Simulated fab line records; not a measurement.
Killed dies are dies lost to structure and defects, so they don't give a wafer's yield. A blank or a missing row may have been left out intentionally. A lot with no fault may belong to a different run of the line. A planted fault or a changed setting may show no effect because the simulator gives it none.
fab line records / flow gf180mcu
[record] lots = 6 wafers = 18 lastDay = 34
route steps=602 shown M4@460
lots that met no fault: from a run of the same line without faults
startH: hours from the record's opening day to when the first of the lot's shown wafers began / waitH: hours since the lot's step before / " the same as in the row above / L1.1+2: several wafers, shown together as one row / - no value, or no start given / * or withheld: withheld / < > ~ a bound
route shown NAME@n: a module of which the file shows steps, and the number in the route of the first / usual: mean and standard deviation over wafers with no fault / same: alike in all rows / chamber/n: place in a boat / sites: per-site readings / _std_site: the values' standard deviation / _edge_site: the outer-site mean with the inner-site mean subtracted / radiusMm: how far each site lies from the wafer's centre / mask NAME#n: copy n / behind: the last tool/chamber to shape the wafer / hold: reason for holding the lot/hours on hold/outcome of the hold / device: transistor that didn't switch, given as n, p or np / end of line: tests run on the same wafers once the route is complete / a step with no rows: only its recipe / killed: count of dies lost to structure and defects at first sort (not the wafer's yield) / map: a wafer's dies, x killed, . not, _ none there
set.NAME: the setting the step ran with; set.NAME@STEP: the setting that earlier step ran with / model.NAME: the simulator's own value behind a step, which no gauge read
certain route steps with their lots: each step a table, each wafer a row
services: the hour from which a tool's chamber was out of use, counted from the record's first day as startH (under 0 if before that day), plus the number of hours and why
[[steps]]
[step GF_M4_SPUTTER_04]
[recipe] material = TiN targetThkNm = 50 powerW = 6500 timeS = 41.7 chamberPressurePa = 0.4
[usual] throttleValvePct = 29.8/0.87
[same] timeS = 41.7
lot.wafer=L757.2 tool=pvdSputter-02 chamber=- startH=553.10 waitH=0.0 throttleValvePct=30.8
lot.wafer=L757.4 tool=pvdSputter-02 chamber=- startH=553.10 waitH=0.0 throttleValvePct=28.7
lot.wafer=L757.6 tool=pvdSputter-02 chamber=- startH=553.10 waitH=0.0 throttleValvePct=29.6
lot.wafer=L762.1 tool=pvdSputter-01 chamber=- startH=593.77 waitH=0.0 throttleValvePct=30.8
lot.wafer=L762.2 tool=pvdSputter-01 chamber=- startH=593.77 waitH=0.0 throttleValvePct=30.2
lot.wafer=L762.4 tool=pvdSputter-01 chamber=- startH=593.77 waitH=0.0 throttleValvePct=30.1
lot.wafer=L769.1 tool=pvdSputter-02 chamber=- startH=641.86 waitH=0.0 throttleValvePct=29.0
lot.wafer=L769.5 tool=pvdSputter-02 chamber=- startH=641.86 waitH=0.0 throttleValvePct=29.2
lot.wafer=L769.6 tool=pvdSputter-02 chamber=- startH=641.86 waitH=0.0 throttleValvePct=28.8
lot.wafer=L770.1 tool=pvdSputter-01 chamber=- startH=647.11 waitH=0.0 throttleValvePct=28.3
lot.wafer=L770.3 tool=pvdSputter-01 chamber=- startH=647.11 waitH=0.0 throttleValvePct=30.6
lot.wafer=L770.5 tool=pvdSputter-01 chamber=- startH=647.11 waitH=0.0 throttleValvePct=28.5
lot.wafer=L773.4 tool=pvdSputter-01 chamber=- startH=673.16 waitH=0.0 throttleValvePct=28.5
lot.wafer=L773.5 tool=pvdSputter-01 chamber=- startH=673.16 waitH=0.0 throttleValvePct=30.2
lot.wafer=L773.6 tool=pvdSputter-01 chamber=- startH=673.16 waitH=0.0 throttleValvePct=29.9
lot.wafer=L776.1 tool=pvdSputter-02 chamber=- startH=690.90 waitH=0.0 throttleValvePct=28.9
lot.wafer=L776.2 tool=pvdSputter-02 chamber=- startH=690.90 waitH=0.0 throttleValvePct=30.6
lot.wafer=L776.5 tool=pvdSputter-02 chamber=- startH=690.90 waitH=0.0 throttleValvePct=29.9
[step GF_M4_RS_MEAS_05]
[recipe] thkMeasGauge = four-point-probe reads = TiN_of_M4_SPUTTER_04+Ti_of_M4_SPUTTER_03+AlCu_of_M4_SPUTTER_02+TiN_of_M4_SPUTTER_01+Ti_of_M4_SPUTTER_00
[usual] M4_ALCU_RS = 0.0699/0.00076
lot.wafer=L757.2 tool=filmMetro-03 chamber=- startH=553.16 waitH=0.0 M4_ALCU_RS[ohm/sq]=0.0698
lot.wafer=L757.4 tool=filmMetro-03 chamber=- startH=553.16 waitH=0.0 M4_ALCU_RS[ohm/sq]=0.0696
lot.wafer=L757.6 tool=filmMetro-03 chamber=- startH=553.16 waitH=0.0 M4_ALCU_RS[ohm/sq]=0.0705
lot.wafer=L762.1 tool=filmMetro-02 chamber=- startH=593.81 waitH=0.0 M4_ALCU_RS[ohm/sq]=0.0703
lot.wafer=L762.2 tool=filmMetro-02 chamber=- startH=593.81 waitH=0.0 M4_ALCU_RS[ohm/sq]=0.0702
lot.wafer=L762.4 tool=filmMetro-02 chamber=- startH=593.81 waitH=0.0 M4_ALCU_RS[ohm/sq]=0.0698
lot.wafer=L769.1 tool=filmMetro-03 chamber=- startH=641.90 waitH=0.0 M4_ALCU_RS[ohm/sq]=0.0711
lot.wafer=L769.5 tool=filmMetro-03 chamber=- startH=641.90 waitH=0.0 M4_ALCU_RS[ohm/sq]=0.0712
lot.wafer=L769.6 tool=filmMetro-03 chamber=- startH=641.90 waitH=0.0 M4_ALCU_RS[ohm/sq]=0.0705
lot.wafer=L770.1 tool=filmMetro-04 chamber=- startH=647.15 waitH=0.0 M4_ALCU_RS[ohm/sq]=0.0709
lot.wafer=L770.3 tool=filmMetro-04 chamber=- startH=647.15 waitH=0.0 M4_ALCU_RS[ohm/sq]=0.0707
lot.wafer=L770.5 tool=filmMetro-04 chamber=- startH=647.15 waitH=0.0 M4_ALCU_RS[ohm/sq]=0.0704
lot.wafer=L773.4 tool=filmMetro-03 chamber=- startH=673.26 waitH=0.1 M4_ALCU_RS[ohm/sq]=0.0706
lot.wafer=L773.5 tool=filmMetro-03 chamber=- startH=673.26 waitH=0.1 M4_ALCU_RS[ohm/sq]=0.0694
lot.wafer=L773.6 tool=filmMetro-03 chamber=- startH=673.26 waitH=0.1 M4_ALCU_RS[ohm/sq]=0.0701
lot.wafer=L776.1 tool=filmMetro-02 chamber=- startH=690.94 waitH=0.0 M4_ALCU_RS[ohm/sq]=0.0705
lot.wafer=L776.2 tool=filmMetro-02 chamber=- startH=690.94 waitH=0.0 M4_ALCU_RS[ohm/sq]=0.0696
lot.wafer=L776.5 tool=filmMetro-02 chamber=- startH=690.94 waitH=0.0 M4_ALCU_RS[ohm/sq]=0.0701
[step GF_M4_THK_MEAS_06]
[recipe] thkMeasGauge = xrf reads = AlCu_of_M4_SPUTTER_02
[usual] M4_ALCU_THK = 448/5
lot.wafer=L757.2 tool=filmMetro-03 chamber=- startH=553.27 waitH=0.1 M4_ALCU_THK[nm]=450
lot.wafer=L757.4 tool=filmMetro-03 chamber=- startH=553.27 waitH=0.1 M4_ALCU_THK[nm]=452
lot.wafer=L757.6 tool=filmMetro-03 chamber=- startH=553.27 waitH=0.1 M4_ALCU_THK[nm]=445
lot.wafer=L762.1 tool=filmMetro-02 chamber=- startH=593.93 waitH=0.1 M4_ALCU_THK[nm]=444
lot.wafer=L762.2 tool=filmMetro-02 chamber=- startH=593.93 waitH=0.1 M4_ALCU_THK[nm]=444
lot.wafer=L762.4 tool=filmMetro-02 chamber=- startH=593.93 waitH=0.1 M4_ALCU_THK[nm]=447
lot.wafer=L769.1 tool=filmMetro-03 chamber=- startH=642.02 waitH=0.1 M4_ALCU_THK[nm]=445
lot.wafer=L769.5 tool=filmMetro-03 chamber=- startH=642.02 waitH=0.1 M4_ALCU_THK[nm]=442
lot.wafer=L769.6 tool=filmMetro-03 chamber=- startH=642.02 waitH=0.1 M4_ALCU_THK[nm]=446
lot.wafer=L770.1 tool=filmMetro-04 chamber=- startH=647.27 waitH=0.1 M4_ALCU_THK[nm]=442
lot.wafer=L770.3 tool=filmMetro-04 chamber=- startH=647.27 waitH=0.1 M4_ALCU_THK[nm]=442
lot.wafer=L770.5 tool=filmMetro-04 chamber=- startH=647.27 waitH=0.1 M4_ALCU_THK[nm]=446
lot.wafer=L773.4 tool=filmMetro-03 chamber=- startH=673.35 waitH=0.1 M4_ALCU_THK[nm]=444
lot.wafer=L773.5 tool=filmMetro-03 chamber=- startH=673.35 waitH=0.1 M4_ALCU_THK[nm]=452
lot.wafer=L773.6 tool=filmMetro-03 chamber=- startH=673.35 waitH=0.1 M4_ALCU_THK[nm]=449
lot.wafer=L776.1 tool=filmMetro-02 chamber=- startH=691.06 waitH=0.1 M4_ALCU_THK[nm]=441
lot.wafer=L776.2 tool=filmMetro-02 chamber=- startH=691.06 waitH=0.1 M4_ALCU_THK[nm]=447
lot.wafer=L776.5 tool=filmMetro-02 chamber=- startH=691.06 waitH=0.1 M4_ALCU_THK[nm]=443
[step GF_M4_DEHYDRATE_07]
[recipe] tempC = 200 timeS = 60
[step GF_M4_HMDS_08]
[recipe] primeTimeS = 60 primeTempC = 120
[step GF_M4_COAT_09]
[recipe] resist = KrF spinRpm = withheld resistThkNm = 1000
[step GF_M4_SOFTBAKE_10]
[recipe] tempC = 130 timeS = 60 resist = KrF
[step GF_M4_EXPOSE_11]
[recipe] maskId = Metal4 targetCdNm = 280 na = 0.68 sourceShape = conventional sigmaOuter = 0.6 doseMj = 28
[step GF_M4_PEB_12]
[recipe] pebTempC = 135 pebTimeS = 90 resist = KrF
[step GF_M4_DEVELOP_13]
[recipe] developTimeS = 60 devTempC = 21
[step GF_M4_CD_MEAS_14]
[recipe] targetCdNm = 280
[usual] cdNm = 279.7/0.93
lot.wafer=L757.2 tool=cdSem-01 chamber=- startH=574.83 waitH=0.1 cdNm=279.8
lot.wafer=L757.4 tool=cdSem-01 chamber=- startH=574.83 waitH=0.1 cdNm=279.2
lot.wafer=L757.6 tool=cdSem-01 chamber=- startH=574.83 waitH=0.1 cdNm=277.9
lot.wafer=L762.1 tool=cdSem-01 chamber=- startH=614.26 waitH=0.1 cdNm=279.9
lot.wafer=L762.2 tool=cdSem-01 chamber=- startH=614.26 waitH=0.1 cdNm=280.4
lot.wafer=L762.4 tool=cdSem-01 chamber=- startH=614.26 waitH=0.1 cdNm=280.6
lot.wafer=L769.1 tool=cdSem-02 chamber=- startH=661.40 waitH=0.1 cdNm=280.9
lot.wafer=L769.5 tool=cdSem-02 chamber=- startH=661.40 waitH=0.1 cdNm=281.2
lot.wafer=L769.6 tool=cdSem-02 chamber=- startH=661.40 waitH=0.1 cdNm=280.8
lot.wafer=L770.1 tool=cdSem-02 chamber=- startH=666.20 waitH=0.1 cdNm=279.5
lot.wafer=L770.3 tool=cdSem-02 chamber=- startH=666.20 waitH=0.1 cdNm=279.5
lot.wafer=L770.5 tool=cdSem-02 chamber=- startH=666.20 waitH=0.1 cdNm=279.4
lot.wafer=L773.4 tool=cdSem-02 chamber=- startH=692.32 waitH=0.1 cdNm=279.7
lot.wafer=L773.5 tool=cdSem-02 chamber=- startH=692.32 waitH=0.1 cdNm=279.7
lot.wafer=L773.6 tool=cdSem-02 chamber=- startH=692.32 waitH=0.1 cdNm=280.2
lot.wafer=L776.1 tool=cdSem-02 chamber=- startH=709.30 waitH=0.1 cdNm=279.0
lot.wafer=L776.2 tool=cdSem-02 chamber=- startH=709.30 waitH=0.1 cdNm=279.2
lot.wafer=L776.5 tool=cdSem-02 chamber=- startH=709.30 waitH=0.1 cdNm=280.3
[step GF_M4_OVL_MEAS_15]
[usual] M4_OVL = 3/5.2
lot.wafer=L757.2 tool=overlay-01 chamber=- startH=574.93 waitH=0.1 M4_OVL[nm]=1
lot.wafer=L757.4 tool=overlay-01 chamber=- startH=574.93 waitH=0.1 M4_OVL[nm]=7
lot.wafer=L757.6 tool=overlay-01 chamber=- startH=574.93 waitH=0.1 M4_OVL[nm]=1
lot.wafer=L762.1 tool=overlay-01 chamber=- startH=614.38 waitH=0.1 M4_OVL[nm]=9
lot.wafer=L762.2 tool=overlay-01 chamber=- startH=614.38 waitH=0.1 M4_OVL[nm]=13
lot.wafer=L762.4 tool=overlay-01 chamber=- startH=614.38 waitH=0.1 M4_OVL[nm]=12
lot.wafer=L769.1 tool=overlay-02 chamber=- startH=661.52 waitH=0.1 M4_OVL[nm]=6
lot.wafer=L769.5 tool=overlay-02 chamber=- startH=661.52 waitH=0.1 M4_OVL[nm]=10
lot.wafer=L769.6 tool=overlay-02 chamber=- startH=661.52 waitH=0.1 M4_OVL[nm]=14
lot.wafer=L770.1 tool=overlay-02 chamber=- startH=666.32 waitH=0.1 M4_OVL[nm]=-8
lot.wafer=L770.3 tool=overlay-02 chamber=- startH=666.32 waitH=0.1 M4_OVL[nm]=-2
lot.wafer=L770.5 tool=overlay-02 chamber=- startH=666.32 waitH=0.1 M4_OVL[nm]=-5
lot.wafer=L773.4 tool=overlay-01 chamber=- startH=692.40 waitH=0.1 M4_OVL[nm]=5
lot.wafer=L773.5 tool=overlay-01 chamber=- startH=692.40 waitH=0.1 M4_OVL[nm]=8
lot.wafer=L773.6 tool=overlay-01 chamber=- startH=692.40 waitH=0.1 M4_OVL[nm]=5
lot.wafer=L776.1 tool=overlay-02 chamber=- startH=709.42 waitH=0.1 M4_OVL[nm]=1
lot.wafer=L776.2 tool=overlay-02 chamber=- startH=709.42 waitH=0.1 M4_OVL[nm]=5
lot.wafer=L776.5 tool=overlay-02 chamber=- startH=709.42 waitH=0.1 M4_OVL[nm]=7
[step GF_M4_METAL_ETCH_16]
[recipe] chemistry = Cl2/BCl3 maskMaterial = KrF targetDepthNm = 750.8 stopOn = SiO2 pressureMtorr = 8 icpW = 800 biasW = 140 Cl2_flow_sccm = 80 bcl3FlowSccm = 40 timeS = 125.1
[usual] drypumpMotorCurrentA = 5.9/0.31 oesProductAu = 0.991/0.0051 throttleValvePct = 28.229/0.0098
[same] timeS = 125.1
lot.wafer=L757.2 tool=rieMetal-03 chamber=1 startH=574.96 waitH=0.0 drypumpMotorCurrentA=5.7 oesProductAu=0.997 rfHoursCounterH=4 throttleValvePct=28.242 model.KrF_of_M4_COAT_09.thkNm=681.8
lot.wafer=L757.4 tool=rieMetal-03 chamber=1 startH=574.96 waitH=0.0 drypumpMotorCurrentA=5.7 oesProductAu=0.999 rfHoursCounterH=- throttleValvePct=28.248 model.KrF_of_M4_COAT_09.thkNm=680.6
lot.wafer=L757.6 tool=rieMetal-03 chamber=0 startH=574.96 waitH=0.0 drypumpMotorCurrentA=6.2 oesProductAu=0.996 rfHoursCounterH=- throttleValvePct=28.216 model.KrF_of_M4_COAT_09.thkNm=684.9
lot.wafer=L762.1 tool=rieMetal-04 chamber=0 startH=614.41 waitH=0.0 drypumpMotorCurrentA=5.5 oesProductAu=0.997 rfHoursCounterH=7 throttleValvePct=28.231 model.KrF_of_M4_COAT_09.thkNm=675
lot.wafer=L762.2 tool=rieMetal-04 chamber=0 startH=614.41 waitH=0.0 drypumpMotorCurrentA=5.6 oesProductAu=0.989 rfHoursCounterH=- throttleValvePct=28.226 model.KrF_of_M4_COAT_09.thkNm=676.9
lot.wafer=L762.4 tool=rieMetal-04 chamber=0 startH=614.41 waitH=0.0 drypumpMotorCurrentA=5.5 oesProductAu=0.992 rfHoursCounterH=- throttleValvePct=28.225 model.KrF_of_M4_COAT_09.thkNm=677.1
lot.wafer=L769.1 tool=rieMetal-04 chamber=0 startH=661.56 waitH=0.0 drypumpMotorCurrentA=5.6 oesProductAu=0.997 rfHoursCounterH=9 throttleValvePct=28.233 model.KrF_of_M4_COAT_09.thkNm=687
lot.wafer=L769.5 tool=rieMetal-04 chamber=1 startH=661.56 waitH=0.0 drypumpMotorCurrentA=6.3 oesProductAu=0.798 rfHoursCounterH=- throttleValvePct=28.445 model.KrF_of_M4_COAT_09.thkNm=780.7
lot.wafer=L769.6 tool=rieMetal-04 chamber=0 startH=661.56 waitH=0.0 drypumpMotorCurrentA=5.6 oesProductAu=0.995 rfHoursCounterH=- throttleValvePct=28.223 model.KrF_of_M4_COAT_09.thkNm=685.7
lot.wafer=L770.1 tool=rieMetal-04 chamber=0 startH=666.36 waitH=0.0 drypumpMotorCurrentA=5.5 oesProductAu=0.989 rfHoursCounterH=10 throttleValvePct=28.219 model.KrF_of_M4_COAT_09.thkNm=684.8
lot.wafer=L770.3 tool=rieMetal-04 chamber=1 startH=666.36 waitH=0.0 drypumpMotorCurrentA=6.3 oesProductAu=0.807 rfHoursCounterH=- throttleValvePct=28.441 model.KrF_of_M4_COAT_09.thkNm=781.1
lot.wafer=L770.5 tool=rieMetal-04 chamber=1 startH=666.36 waitH=0.0 drypumpMotorCurrentA=6.3 oesProductAu=0.814 rfHoursCounterH=- throttleValvePct=28.431 model.KrF_of_M4_COAT_09.thkNm=779.1
lot.wafer=L773.4 tool=rieMetal-03 chamber=0 startH=692.46 waitH=0.1 drypumpMotorCurrentA=6.2 oesProductAu=0.988 rfHoursCounterH=- throttleValvePct=28.241 model.KrF_of_M4_COAT_09.thkNm=685.3
lot.wafer=L773.5 tool=rieMetal-03 chamber=0 startH=692.46 waitH=0.1 drypumpMotorCurrentA=6.2 oesProductAu=0.983 rfHoursCounterH=- throttleValvePct=28.235 model.KrF_of_M4_COAT_09.thkNm=686.5
lot.wafer=L773.6 tool=rieMetal-03 chamber=1 startH=692.46 waitH=0.1 drypumpMotorCurrentA=5.8 oesProductAu=0.990 rfHoursCounterH=- throttleValvePct=28.210 model.KrF_of_M4_COAT_09.thkNm=680.7
lot.wafer=L776.1 tool=rieMetal-03 chamber=1 startH=709.46 waitH=0.0 drypumpMotorCurrentA=5.7 oesProductAu=0.990 rfHoursCounterH=9 throttleValvePct=28.222 model.KrF_of_M4_COAT_09.thkNm=683.5
lot.wafer=L776.2 tool=rieMetal-03 chamber=1 startH=709.46 waitH=0.0 drypumpMotorCurrentA=5.8 oesProductAu=0.987 rfHoursCounterH=- throttleValvePct=28.231 model.KrF_of_M4_COAT_09.thkNm=686.2
lot.wafer=L776.5 tool=rieMetal-03 chamber=1 startH=709.46 waitH=0.0 drypumpMotorCurrentA=5.7 oesProductAu=0.989 rfHoursCounterH=- throttleValvePct=28.243 model.KrF_of_M4_COAT_09.thkNm=686.5
[step GF_M4_STRIP_17]
[recipe] chemistry = O2/N2 powerW = 1400 pressureMtorr = 1500 platenTempC = 250 o2FlowSccm = 3000 n2FlowSccm = 300 overashFraction = 0.5
[usual] drypumpMotorCurrentA = 5.7/0.33 heaterPowerW = 336/15 oesProductAu = 0.538/0.0051 stripTimeToEndpointS = 7.38/0.042
lot.wafer=L757.2 tool=plasmaAsher-03 chamber=1 startH=575.09 waitH=0.1 drypumpMotorCurrentA=5.4 heaterPowerW=343 oesProductAu=0.539 rfHoursCounterH=74 stripTimeToEndpointS=7.36
lot.wafer=L757.4 tool=plasmaAsher-03 chamber=1 startH=575.09 waitH=0.1 drypumpMotorCurrentA=5.4 heaterPowerW=347 oesProductAu=0.531 rfHoursCounterH=- stripTimeToEndpointS=7.36
lot.wafer=L757.6 tool=plasmaAsher-03 chamber=0 startH=575.09 waitH=0.1 drypumpMotorCurrentA=5.7 heaterPowerW=326 oesProductAu=0.535 rfHoursCounterH=- stripTimeToEndpointS=7.39
lot.wafer=L762.1 tool=plasmaAsher-03 chamber=0 startH=614.67 waitH=0.2 drypumpMotorCurrentA=5.8 heaterPowerW=335 oesProductAu=0.531 rfHoursCounterH=78 stripTimeToEndpointS=7.29
lot.wafer=L762.2 tool=plasmaAsher-03 chamber=1 startH=614.67 waitH=0.2 drypumpMotorCurrentA=5.3 heaterPowerW=347 oesProductAu=0.532 rfHoursCounterH=78 stripTimeToEndpointS=7.30
lot.wafer=L762.4 tool=plasmaAsher-03 chamber=1 startH=614.67 waitH=0.2 drypumpMotorCurrentA=5.3 heaterPowerW=346 oesProductAu=0.535 rfHoursCounterH=- stripTimeToEndpointS=7.31
lot.wafer=L769.1 tool=plasmaAsher-03 chamber=1 startH=661.69 waitH=0.1 drypumpMotorCurrentA=5.4 heaterPowerW=337 oesProductAu=0.535 rfHoursCounterH=83 stripTimeToEndpointS=7.42
lot.wafer=L769.5 tool=plasmaAsher-03 chamber=0 startH=661.69 waitH=0.1 drypumpMotorCurrentA=5.7 heaterPowerW=334 oesProductAu=0.581 rfHoursCounterH=- stripTimeToEndpointS=8.32
lot.wafer=L769.6 tool=plasmaAsher-03 chamber=1 startH=661.69 waitH=0.1 drypumpMotorCurrentA=5.4 heaterPowerW=331 oesProductAu=0.540 rfHoursCounterH=- stripTimeToEndpointS=7.41
lot.wafer=L770.1 tool=plasmaAsher-02 chamber=1 startH=666.49 waitH=0.1 drypumpMotorCurrentA=5.7 heaterPowerW=354 oesProductAu=0.542 rfHoursCounterH=55 stripTimeToEndpointS=7.39
lot.wafer=L770.3 tool=plasmaAsher-02 chamber=1 startH=666.49 waitH=0.1 drypumpMotorCurrentA=5.7 heaterPowerW=347 oesProductAu=0.576 rfHoursCounterH=- stripTimeToEndpointS=8.32
lot.wafer=L770.5 tool=plasmaAsher-02 chamber=1 startH=666.49 waitH=0.1 drypumpMotorCurrentA=5.7 heaterPowerW=360 oesProductAu=0.576 rfHoursCounterH=- stripTimeToEndpointS=8.29
lot.wafer=L773.4 tool=plasmaAsher-03 chamber=0 startH=692.58 waitH=0.1 drypumpMotorCurrentA=5.8 heaterPowerW=337 oesProductAu=0.540 rfHoursCounterH=- stripTimeToEndpointS=7.40
lot.wafer=L773.5 tool=plasmaAsher-03 chamber=1 startH=692.58 waitH=0.1 drypumpMotorCurrentA=5.3 heaterPowerW=333 oesProductAu=0.540 rfHoursCounterH=- stripTimeToEndpointS=7.40
lot.wafer=L773.6 tool=plasmaAsher-03 chamber=0 startH=692.58 waitH=0.1 drypumpMotorCurrentA=5.7 heaterPowerW=333 oesProductAu=0.540 rfHoursCounterH=- stripTimeToEndpointS=7.33
lot.wafer=L776.1 tool=plasmaAsher-01 chamber=1 startH=709.72 waitH=0.2 drypumpMotorCurrentA=5.7 heaterPowerW=361 oesProductAu=0.534 rfHoursCounterH=112 stripTimeToEndpointS=7.38
lot.wafer=L776.2 tool=plasmaAsher-01 chamber=0 startH=709.72 waitH=0.2 drypumpMotorCurrentA=6.0 heaterPowerW=316 oesProductAu=0.536 rfHoursCounterH=112 stripTimeToEndpointS=7.40
lot.wafer=L776.5 tool=plasmaAsher-01 chamber=0 startH=709.72 waitH=0.2 drypumpMotorCurrentA=6.0 heaterPowerW=311 oesProductAu=0.535 rfHoursCounterH=- stripTimeToEndpointS=7.40
[step GF_M4_STRIP_18]
[recipe] chemistry = postEtchResidueRemover timeS = 1200 tempC = 72.5
[[services]]
tool=pvdSputter-01 chamber=2 startH=602.66 hours=- kind=consumableReplace:kit
tool=pvdSputter-01 chamber=2 startH=602.66 hours=18.0 kind=scheduledDown
tool=pvdSputter-01 chamber=2 startH=602.66 hours=18.0 kind=ventCycle
tool=rieMetal-04 chamber=1 startH=611.53 hours=- kind=clean
tool=rieMetal-04 chamber=1 startH=611.53 hours=17.4 kind=scheduledDown
tool=rieMetal-04 chamber=1 startH=611.53 hours=17.4 kind=ventCycle
tool=pvdSputter-02 chamber=3 startH=641.90 hours=- kind=consumableReplace:kit
tool=pvdSputter-02 chamber=3 startH=641.90 hours=18.0 kind=scheduledDown
tool=pvdSputter-02 chamber=3 startH=641.90 hours=18.0 kind=ventCycle
tool=rieMetal-03 chamber=0 startH=695.79 hours=- kind=clean
tool=rieMetal-03 chamber=0 startH=695.79 hours=22.6 kind=scheduledDown
tool=rieMetal-03 chamber=0 startH=695.79 hours=22.6 kind=ventCycle
[[key]]
[firstSign] step = GF_M4_METAL_ETCH_16 reading = oesProductAu direction = down sigmas = 36 usual = 0.991 struck = 0.806
[effect] step = GF_M4_METAL_ETCH_16 reading = throttleValvePct direction = up sigmas = 21 usual = 28.229 struck = 28.439
[effect] step = GF_M4_STRIP_17 reading = stripTimeToEndpointS direction = up sigmas = 22 usual = * struck = *
[modelEffect] step = GF_M4_METAL_ETCH_16 value = KrF_of_M4_COAT_09.thkNm without = 685.9 struck = 780.3
metAt GF_M4_METAL_ETCH_16
struckWafers L769.5,L770.3,L770.5
laterRowsLeftOut L769.5,L770.3,L770.5
sortLeftOut L769.5,L770.3,L770.5
onsetBetween 614.41 661.56
[fault] kind = processParameterDrift tool = rieMetal-04 chamber = - onsetH = 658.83 steps = GF_M4_METAL_ETCH_16 channel = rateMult offset = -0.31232 shape = step endH = 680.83 scope = struckWafersOnly
// sortLeftOut: the simulated sort isn't trusted on such a fault, so these wafers' sort isn't shown, and their yield isn't known
// laterRowsLeftOut: the simulator's readings of these wafers behind a module that went badly wrong aren't trusted and aren't shown, but for the sort
